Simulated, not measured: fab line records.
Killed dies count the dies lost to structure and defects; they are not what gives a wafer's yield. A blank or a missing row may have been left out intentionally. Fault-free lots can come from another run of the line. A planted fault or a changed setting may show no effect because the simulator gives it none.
Problem report in the 8D (eight disciplines) form, filled by code | flow sky130 | the parts of the form that need people (team, actions taken, sign-off) are left out

1. WHAT WENT WRONG
On 2 wafers of 1 lot, runLengthS at SKY_FIELD_ISO_ETCH_17 has a mean of 134.8 s; fault-free wafers read 126.2 s, standard deviation 0.4. Relative to the usual mean, that is a shift of +21 standard deviations.
The step: etches Si in HBr/Cl2/O2, target depth 342 nm, time 97.7 s.
Earliest sighting: wafer L867.4 on rieSi-01 at day 5 00:24. Wafers with a number at this step in the record: 39, from 13 lots. The rule behind "out" and "out of limits": a value lying over 4 standard deviations away from the usual mean. Any other wafer with a number is counted as sound.

2. WHAT IT IS AND WHAT IT IS NOT
question                    | is               | is not
which readings at this step | runLengthS       | chamberPressureMTorr, drypumpMotorCurrentA, mfcCl2Sccm, oesProductAu, throttleValvePct
which lots                  | L867             | L855, L856, L858, L859, L860, L862, L866, L872, L873, L874, L876, L877
which wafers of those lots  | L867.4, L867.5   | L867.2
read on which tools         | rieSi-01         | rieSi-02
when                        | from day 5 00:24 | up to then (22 sound wafers); but 15 sound wafers of L872, L873, L874, L876, L877 came after

3. THE SUSPECTS, EACH WITH WHAT RULES IT OUT
Counting: if a tool at a process step up to the reading ran every lot that is out, it stays a suspect. Sound lots after the first of them don't rule it out here, since some wafers of a struck lot are sound.
- rieSi-01 at SKY_FIELD_ISO_ETCH_17 (etches Si in HBr/Cl2/O2, target depth 342 nm, time 97.7 s): kept. It processed L867, the lot that is out, at day 5 00:24, and its most recent sound lot before then was L862 at day 3 16:55. Out on those wafers are its own readings of runLengthS.
- Within rieSi-01 at SKY_FIELD_ISO_ETCH_17: the wafers that are out ran in chamber 3; their sound lot-mates ran in chamber 1.
The count leaves rieSi-01 at SKY_FIELD_ISO_ETCH_17.

4. THE CAUSE (what the simulator had put in)
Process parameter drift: rieSi-01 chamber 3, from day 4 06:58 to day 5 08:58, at SKY_FIELD_ISO_ETCH_17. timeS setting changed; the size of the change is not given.
Counting left only this tool.

5. THE EFFECT CHAIN, in route order
Rows list readings where the struck wafers' mean (over those with a number) sits beyond 3 standard deviations from the usual. Only readings for which the record gives a usual standard deviation are gone through. hours: the time from each lot's start at the first step in this table that gives one to its start at this step, as a median over the lots. sigmas: the change in usual standard deviations.
hours | step                  | reading    | usual   | on struck wafers | change | sigmas
0     | SKY_FIELD_ISO_ETCH_17 | runLengthS | 126.2 s | 134.8            | +8.6   | +21
Process steps it contains:
- SKY_FIELD_ISO_ETCH_17: etches Si in HBr/Cl2/O2, target depth 342 nm, time 97.7 s.
Later steps that measure or inspect, where all struck wafers having a row at the step show a number for every such reading and not one has moved that far: SKY_VT_ADJUST_LVTN_OVL_MEAS_18, SKY_SONOS_TUNNEL_CD_MEAS_07, SKY_POLY_GATE_OVL_MEAS_14.

6. WHAT WOULD HAVE CAUGHT IT SOONER
The fault began at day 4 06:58; the first out-of-limits reading in this record came at day 5 00:24, 17 hours later.
